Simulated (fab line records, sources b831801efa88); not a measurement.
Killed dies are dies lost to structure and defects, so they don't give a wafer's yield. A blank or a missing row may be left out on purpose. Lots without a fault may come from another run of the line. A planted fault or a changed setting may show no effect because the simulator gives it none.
A struck lot beside a sound one | flow sky130 | 18 steps out of a route of 708
Sound: wafers L299.2, L299.3, L299.6. Struck: wafers L317.1, L317.4, L317.5. The cause comes at the end.
At each step with rows: each side's tool, then ch and its chambers, then its first start. Under that, the readings that differ: sound wafers | struck wafers | difference of the means | sigmas: that difference in standard deviations of wafers without a fault.
alike: readings whose means differ by less than 2 such deviations, and words and numbers that are the same on both sides. not compared: withheld readings, readings that some wafer has no value for, bounds like >300 that may hide the same value, and numbers for which the record gives no deviation and whose values overlap.
The two part at a step that has a row with sigmas, a row that says differs or no value, or rows on one side only. Numbers that don't overlap but have no deviation are shown without sigmas and don't part them. A reading that every wafer of one side lacks parts them only if that side has two wafers or more.

first, 1 step without rows for these wafers: SKY_SONOS_ONO_OXIDATION_00 (stabilise 600 s, purge 300 s, target thk 2.6 nm).
SKY_SONOS_ONO_THK_MEAS_01:
  sound on film_metro-02, day 12 04:29; struck on film_metro-03, day 17 22:53
  alike: SONOS_ONO_OXIDATION_THK
then, 1 step without rows for these wafers: SKY_SONOS_ONO_CVD_02 (deposits Si3N4 from DCS/NH3, target thk 10.5 nm, time 175 s).
SKY_SONOS_ONO_THK_MEAS_03:
  sound on film_metro-03, day 12 05:35; struck on film_metro-01, day 18 01:08
  alike: SONOS_ONO_CVD_02_THK
then, 1 step without rows for these wafers: SKY_SONOS_ONO_CVD_04 (deposits SiO2 from SiH4/N2O, target thk 5.7199 nm).
SKY_SONOS_ONO_THK_MEAS_05:
  sound on film_metro-01, day 12 06:54; struck on film_metro-03, day 18 02:26
  alike: SONOS_ONO_CVD_04_THK
then, 6 steps without rows for these wafers: SKY_SONOS_ONO_DEHYDRATE_06 (time 60 s); SKY_SONOS_ONO_HMDS_07 (prime time 60 s); SKY_SONOS_ONO_COAT_08 (resist thk 1133 nm); SKY_SONOS_ONO_SOFTBAKE_09 (time 60 s); SKY_SONOS_ONO_EXPOSE_10 (exposes mask ONOM, target cd 410 nm); SKY_SONOS_ONO_PEB_11.
SKY_SONOS_ONO_DEVELOP_12: develop time 60 s.
  sound on litho_track-01 ch 0, day 13 06:14; struck on litho_track-01 ch 0, day 19 08:19
  alike: chill_plate_temp_C
SKY_SONOS_ONO_CD_MEAS_13: target cd 410 nm.
  sound on cd_sem-02, day 13 06:23; struck on cd_sem-01, day 19 08:28
  reading    | sound             | struck            | difference | sigmas
  cd_nm (nm) | 410.5 410.8 410.7 | 424.2 424.0 423.8 | +13.3      | +6
SKY_SONOS_ONO_OVL_MEAS_14:
  sound on overlay-01, day 13 06:29; struck on overlay-02, day 19 08:35
  alike: SONOS_ONO_OVL
SKY_SONOS_ONO_ETCH_15: etches the open film in CHF3/O2, target depth 19.52 nm, time 7.8 s.
  sound on rie_diel-01 ch 1,2, day 13 06:31; struck on rie_diel-04 ch 0,3, day 19 08:37
  reading                    | sound             | struck            | difference | sigmas
  model.SONOS_ONO.cd_nm (nm) | 410.5 410.5 410.5 | 424.5 424.4 424.1 | +13.8      |
  alike: drypump_motor_current_A, oes_product_au, throttle_valve_pct
  not compared: rf_hours_counter_h
then, 1 step without rows for these wafers: SKY_SONOS_ONO_WET_ETCH_16 (etches SiO2 in dHF, target depth 14 nm, time 280 s).
SKY_PAD_OPEN_PROBE_99:
  the record has rows for the sound wafers here (prober-01, day 46 09:29) and none for the struck ones

WHERE THEY PART
First at SKY_SONOS_ONO_CD_MEAS_13; last, within this record, at SKY_PAD_OPEN_PROBE_99.

WHY: what the simulator had put in
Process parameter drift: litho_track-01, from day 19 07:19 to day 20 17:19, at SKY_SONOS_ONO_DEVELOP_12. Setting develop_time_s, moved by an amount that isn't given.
